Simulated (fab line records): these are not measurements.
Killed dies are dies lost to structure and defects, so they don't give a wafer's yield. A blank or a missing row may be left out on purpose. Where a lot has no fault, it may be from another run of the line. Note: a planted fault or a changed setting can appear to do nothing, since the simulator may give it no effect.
Which tool did it? -- flow sky130 -- 39 wafers from 13 lots sampled at 3 of the route's 708 steps

## WHAT THE GAUGES READ, wafer by wafer
SKY_VIA4_OVL_MEAS_11.
lot,measured,on,VIA4_OVL (nm)
L498,day 42 12:23,overlay-01,-0.6 -1.5 -0.8
L500,day 43 05:31,overlay-01,0.5 0.3 -0.7
L501,day 43 18:56,overlay-02,1.2 2.0 0.6
L502,day 44 19:09,overlay-01,1.9 2.3 1.8
L503,day 44 21:09,overlay-02,1.9 -1.2 1.0
L506,day 45 03:11,overlay-02,1.7 0.4 0.5
L507,day 45 09:19,overlay-01,-0.3 0.7 2.0
L510,day 46 03:43,overlay-02,2.6 3.0 0.9
L511,day 46 11:59,overlay-01,0.7 -0.4 -1.5
L512,day 46 13:07,overlay-02,-0.9 -1.7 -1.4
L517,day 47 19:17,overlay-02,-0.4 -1.4 -0.6
L518,day 47 20:38,overlay-01,0.3 -1.1 2.5
L520,day 49 23:02,overlay-01,3.9 4.1 1.7

## WHICH TOOL RAN EACH LOT (tool, then ch and the chambers of the sampled wafers, then the start)
lot,SKY_SONOS_ONO_WET_ETCH_16,SKY_METAL4_SPUTTER_02
L498,"wet bench-02 ch 1, day 12 08:17","pvd sputter-02, day 39 09:36"
L500,"wet bench-03 ch 2, day 13 06:04","pvd sputter-04, day 40 04:54"
L501,"wet bench-02 ch 1, day 13 14:40","pvd sputter-02, day 40 19:00"
L502,"wet bench-03 ch 0, day 13 21:07","pvd sputter-02, day 41 19:43"
L503,"wet bench-03 ch 2, day 14 06:41","pvd sputter-02, day 41 22:14"
L506,"wet bench-04 ch 1, day 15 07:22","pvd sputter-01, day 42 04:00"
L507,"wet bench-02 ch 1, day 15 14:11","pvd sputter-01, day 42 11:35"
L510,"wet bench-04 ch 2, day 16 13:59","pvd sputter-01, day 43 07:42"
L511,"wet bench-03 ch 1, day 17 04:16","pvd sputter-01, day 43 17:59"
L512,"wet bench-02 ch 1, day 17 04:29","pvd sputter-04, day 43 19:27"
L517,"wet bench-02 ch 0, day 19 04:47","pvd sputter-04, day 45 04:05"
L518,"wet bench-02 ch 3, day 19 16:17","pvd sputter-02, day 45 09:43"
L520,"wet bench-04 ch 3, day 21 11:53","pvd sputter-01, day 47 14:11"
- SKY_SONOS_ONO_WET_ETCH_16: etches SiO2 in dHF, target depth 14 nm, time 292.8 s.
- SKY_METAL4_SPUTTER_02: material AlCu, target thk 735 nm, time 39.1 s.

## WHAT THE TOOLS THEMSELVES READ (means of the sampled wafers that have a number; where no wafer has one, the mark that the record gives instead)
SKY_METAL4_SPUTTER_02.
lot,tool,throttle valve pct (%)
L498,pvd sputter-02,29.4
L500,pvd sputter-04,30.6
L501,pvd sputter-02,30.2
L502,pvd sputter-02,29.8
L503,pvd sputter-02,30.0
L506,pvd sputter-01,30.3
L507,pvd sputter-01,30.0
L510,pvd sputter-01,30.2
L511,pvd sputter-01,29.6
L512,pvd sputter-04,30.4
L517,pvd sputter-04,29.8
L518,pvd sputter-02,30.2
L520,pvd sputter-01,29.9

## THE ANSWER, worked out from the rows above alone
Rule: what is usual is taken from the lots themselves. Put in order of their means at a reading, lots are off if they are a third of the lots or fewer, leave a main group of 4 or more, and stand apart from it by a gap of 3 or more times the standard deviation of the main group's means; of several such gaps the widest counts. Not used: any main group whose means are identical at the precision the tables above print for the reading. A lot without any number at a reading at which 4 lots or more have one is off too. Where the step has rows for the other lots, those lots are counted as sound. The gauges are gone through in route order, then the tools' own readings, and for those a lot's mean is taken as printed above. At the first step where some lot is off, the reading lying furthest off is the one used; lots without a number count as furthest.
No lot is off at any reading shown: from this, nothing can be told.

## WHAT THE SIMULATOR HAD PUT IN
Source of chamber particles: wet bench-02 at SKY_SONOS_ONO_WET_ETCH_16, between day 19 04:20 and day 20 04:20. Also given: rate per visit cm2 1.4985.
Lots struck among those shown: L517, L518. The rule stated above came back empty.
